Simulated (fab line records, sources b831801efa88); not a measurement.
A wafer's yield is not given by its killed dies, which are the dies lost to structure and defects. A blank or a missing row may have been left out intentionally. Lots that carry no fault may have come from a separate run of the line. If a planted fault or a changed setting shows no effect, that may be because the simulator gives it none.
Comparing a struck lot with a sound one + flow sky130 + 16 steps out of a route of 708
Sound: the wafers L403.1, L403.2, L403.6. The struck wafers were L404.3, L404.4, L404.5. Last of all comes the cause.
Per side, at each step with rows, come the tool, then ch with its chambers, and then its first start. Under that, the readings that differ: sound wafers + struck wafers + difference of the means + sigmas: that difference in standard deviations of wafers without a fault.
alike: same words and numbers on both sides, and readings whose means sit less than 2 such deviations apart. not compared: any withheld reading, any reading some wafer has no value for, any bound like >300 that may hide the same value, and any number with overlapping values for which the record gives no deviation.
Wherever a step has rows on one side only, a row that says differs or no value, or a row with sigmas, the two part there. When numbers do not overlap yet have no deviation, they are printed without sigmas and do not part them. A reading that every wafer of one side lacks parts them only if that side has two wafers or more.

first, 3 steps without rows for these wafers: SKY_FIELD_ISO_EXPOSE_10 (exposes mask FOM, target cd 150 nm); SKY_FIELD_ISO_PEB_11; SKY_FIELD_ISO_DEVELOP_12 (develop time 60 s).
SKY_FIELD_ISO_CD_MEAS_13: target cd 150 nm.
  sound: cd_sem-02 at day 4 15:14; struck: cd_sem-01 at day 4 19:05
  alike: cd_nm
SKY_FIELD_ISO_ETCH_14: etches BARC in N2/H2, stops on SiO2, time 45.9 s, target depth 60 nm.
  sound on rie_diel-04 ch 1,2,3, day 4 15:22; struck on rie_diel-04 ch 1,2,3, day 4 19:10
  alike: drypump_motor_current_A, oes_product_au, throttle_valve_pct
  not compared: rf_hours_counter_h
SKY_FIELD_ISO_ETCH_15: etches the open film in CHF3/O2, stops on Si, target depth 180 nm, time 72 s.
  sound on rie_diel-04 ch 1,2,3, day 4 15:24; struck on rie_diel-04 ch 1,2,3, day 4 19:13
  alike: drypump_motor_current_A, oes_product_au, throttle_valve_pct
  not compared: rf_hours_counter_h
SKY_FIELD_ISO_STRIP_16: strips in O2/N2.
  sound on plasma_asher-03 ch 0,1, day 4 15:28; struck on plasma_asher-03 ch 0,1, day 4 19:18
  alike: drypump_motor_current_A, oes_product_au, strip_time_to_endpoint_s
  not compared: rf_hours_counter_h
SKY_FIELD_ISO_ETCH_17: etches Si in HBr/Cl2/O2, target depth 342 nm, time 97.7 s.
  sound on rie_si-02 ch 0,2, day 4 15:34; struck on rie_si-01 ch 1,2,3, day 4 19:22
  alike: drypump_motor_current_A, oes_product_au, throttle_valve_pct
  not compared: rf_hours_counter_h
then, 4 steps without rows for these wafers: SKY_FIELD_ISO_WET_ETCH_18 (etches Si3N4 in H3PO4, target depth 25 nm, time 286 s); SKY_FIELD_ISO_CLEAN_19 (cleans in SC1/SC2, time 150 s); SKY_FIELD_ISO_CLEAN_20 (cleans in dHF, time 20 s); SKY_FIELD_ISO_WET_ETCH_21 (etches SiO2 in dHF, target depth 20 nm, time 400 s).
SKY_FIELD_ISO_OXIDATION_22: stabilise 600 s, purge 300 s, target thk 10 nm.
  sound on furnace-02 ch 0, day 4 16:05; struck on furnace-01 ch 0, day 4 20:22
| reading                                          | sound             | struck            | difference | sigmas |
|--------------------------------------------------|-------------------|-------------------|------------|--------|
| spike_tc_bottom_C (C)                            | 966.9 967.0 966.7 | 970.4 970.0 969.8 | +3.2       | +2     |
| model.SiO2_of_FIELD_ISO_OXIDATION_22.thk_nm (nm) | 10.15 10.18 10.18 | 4.537 4.535 4.484 | -5.651     |        |
  alike: ox_temp_c_max, spike_tc_lower_C, spike_tc_top_C, tube_center_temp_C_max, zone_power_lower_pct
SKY_FIELD_ISO_THK_MEAS_23:
  sound: film_metro-04 at day 4 17:16; struck: film_metro-04 at day 4 21:34
| reading                         | sound             | struck         | difference | sigmas |
|---------------------------------|-------------------|----------------|------------|--------|
| FIELD_ISO_OXIDATION_01_THK (nm) | 10.21 10.21 10.13 | 4.56 4.52 4.47 | -5.67      | -30    |
then, 1 step without rows for these wafers: SKY_FIELD_ISO_CVD_24 (deposits SiO2, target thk 595 nm, time 99.2 s).
-- here the record skips 44 days between the struck wafers' starts before and after, leaving off in module FIELD_ISO and picking up in module PAD_OPEN (first step shown: number 708 of the route) --
SKY_PAD_OPEN_PROBE_99:
  sound: prober-02 at day 48 14:53; struck: prober-01 at day 48 17:03
| reading                                          | sound                | struck               | difference | sigmas |
|--------------------------------------------------|----------------------|----------------------|------------|--------|
| model.etest.diode_ndiff_fingers.leak_log10_a_cm2 | -6.526 -6.657 -6.512 | -6.411 -6.313 -6.431 | +0.180     |        |
  not compared: model.etest.diode_pdiff_fingers.leak_log10_a_cm2, model.etest.sram_nfet_pass.off_log10_a_um, model.etest.nfet_01v8.off_log10_a_um

WHERE THEY PART
Earliest at SKY_FIELD_ISO_OXIDATION_22; latest, in this record, at SKY_FIELD_ISO_THK_MEAS_23.

WHY: what had been put in by the simulator
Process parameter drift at SKY_FIELD_ISO_OXIDATION_22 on furnace-01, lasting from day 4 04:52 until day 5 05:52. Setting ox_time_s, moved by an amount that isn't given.
